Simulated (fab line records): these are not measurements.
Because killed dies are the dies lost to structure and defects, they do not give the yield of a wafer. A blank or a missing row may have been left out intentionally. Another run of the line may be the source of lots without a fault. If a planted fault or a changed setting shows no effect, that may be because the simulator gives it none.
The tool behind it: which one? | flow sky130 | 9 lots with 27 wafers sampled at 3 steps, on a route of 708 steps

## WHAT THE GAUGES SHOWED, per wafer
SKY_LOCAL_INTERCONNECT_RS_MEAS_01: a four-point-probe measurement. Usual: LOCAL_INTERCONNECT_TIN_RS gives 14.14 ohm/sq (standard deviation 0.18).
lot  | measured     | on            | LOCAL_INTERCONNECT_TIN_RS (ohm/sq)  | flag
L604 | day 29 21:07 | film metro-01 | 14.13 14.12 14.13                   |
L605 | day 30 05:05 | film metro-01 | 14.01 14.05 13.80                   |
L607 | day 31 05:28 | film metro-01 | 13.94 14.04 14.17                   |
L615 | day 33 07:45 | film metro-02 | 13.25 13.37 13.32 13.26 13.38 13.37 | OFF
L616 | day 33 13:00 | film metro-03 | 13.43 13.42 13.46                   | OFF
L620 | day 35 12:47 | film metro-02 | 14.20 14.31 14.05                   |
L619 | day 35 13:05 | film metro-03 | 14.17 14.11 14.19                   |
L624 | day 36 02:16 | film metro-03 | 14.30 14.30 14.33                   |
L625 | day 36 10:15 | film metro-03 | 14.07 14.31 14.28                   |

SKY_LOCAL_INTERCONNECT_THK_MEAS_02: measures by xrf. Usual: LOCAL_INTERCONNECT_TIN_THK gives 100.6 nm (standard deviation 1.4).
lot  | measured     | on            | LOCAL_INTERCONNECT_TIN_THK (nm)     | flag
L604 | day 29 21:13 | film metro-01 | 101.1 101.1 101.2                   |
L605 | day 30 05:11 | film metro-01 | 102.3 102.1 103.2                   |
L607 | day 31 05:35 | film metro-01 | 102.2 101.1 100.6                   |
L615 | day 33 10:05 | film metro-02 | 107.9 106.7 107.1 107.6 107.1 107.2 | OFF
L616 | day 33 13:07 | film metro-03 | 105.3 105.1 105.1                   | OFF
L620 | day 35 12:53 | film metro-02 | 100.9 100.6 101.9                   |
L619 | day 35 13:12 | film metro-03 | 99.8 99.6 99.5                      |
L624 | day 36 02:22 | film metro-03 | 98.6 98.9 98.8                      |
L625 | day 36 10:22 | film metro-03 | 100.2 98.5 99.0                     |

## WHAT TOOL EACH LOT RAN ON (gives the tool, then ch and the chambers of the sampled wafers, and finally the start)
lot  | SKY_LOCAL_INTERCONNECT_SPUTTER_00
L604 | pvd sputter-03, day 29 21:01
L605 | pvd sputter-01, day 30 04:59
L607 | pvd sputter-01, day 31 05:23
L615 | pvd sputter-01, day 33 07:41
L616 | pvd sputter-01, day 33 12:56
L620 | pvd sputter-02, day 35 12:40
L619 | pvd sputter-03, day 35 13:01
L624 | pvd sputter-03, day 36 02:08
L625 | pvd sputter-02, day 36 10:10
- SKY_LOCAL_INTERCONNECT_SPUTTER_00: material TiN, target thk 100 nm, time 83.3 s.

## AS READ BY THE TOOLS THEMSELVES (means over the sampled wafers that have a number; for cases with no such wafer, the mark the record gives instead)
SKY_LOCAL_INTERCONNECT_SPUTTER_00. Usual: cathode dc power W 6499.9 W, standard deviation 1.2; throttle valve pct 29.7 %, standard deviation 0.99.
lot  | tool           | cathode dc power W (W) | throttle valve pct (%) | flag
L604 | pvd sputter-03 | 6501.1                 | 28.8                   |
L605 | pvd sputter-01 | 6499.5                 | 30.3                   |
L607 | pvd sputter-01 | 6499.4                 | 30.0                   |
L615 | pvd sputter-01 | 6739.0                 | 30.1                   | OFF
L616 | pvd sputter-01 | 6741.1                 | 30.2                   | OFF
L620 | pvd sputter-02 | 6500.6                 | 30.7                   |
L619 | pvd sputter-03 | 6499.6                 | 29.5                   |
L624 | pvd sputter-03 | 6499.9                 | 28.6                   |
L625 | pvd sputter-02 | 6500.1                 | 29.8                   |

## THE ANSWER, worked out from the rows above alone
Rule: a lot is off if the mean of its wafers that have a number lies more than 3 standard deviations from the usual mean. Also off: a lot with no number at a reading for which 4 or more lots have one. Where the step has rows for the other lots, those lots are counted as sound. After the gauges, taken in route order, come the tools' own readings; for these a lot's mean is taken, as printed above. The first step at which some lot is off is used, and at that step the reading that is off furthest; a lot without a number counts as furthest.
Off: L615, L616, at SKY_LOCAL_INTERCONNECT_RS_MEAS_01 (LOCAL_INTERCONNECT_TIN_RS).
If a tool, at a process step before that reading, ran all the lots that are off and no sound lot after the first of them, it fits. The gauges at SKY_LOCAL_INTERCONNECT_RS_MEAS_01 aren't tried: what is off there is off at SKY_LOCAL_INTERCONNECT_SPUTTER_00 too, on other tools, and a gauge's error can't cause that. One fits: SKY_LOCAL_INTERCONNECT_SPUTTER_00 on pvd sputter-01. Its last sound lot is L607 (day 31 05:23), its first lot that is off L615 (day 33 07:41): a fault that began between those two fits.
On the lots that are off, the tool's own readings at SKY_LOCAL_INTERCONNECT_SPUTTER_00 differ by more than 5 times the standard deviation of the sound lots' means, which bears it out; cathode dc power W reads 6740.1 W there versus 6500.0 W on the sound lots.

## WHAT THE SIMULATOR HAD PUT IN
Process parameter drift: pvd sputter-01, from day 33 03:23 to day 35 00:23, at SKY_LOCAL_INTERCONNECT_SPUTTER_00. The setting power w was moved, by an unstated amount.
Struck lots among those shown: L615, L616. The rule above reached the same finding.
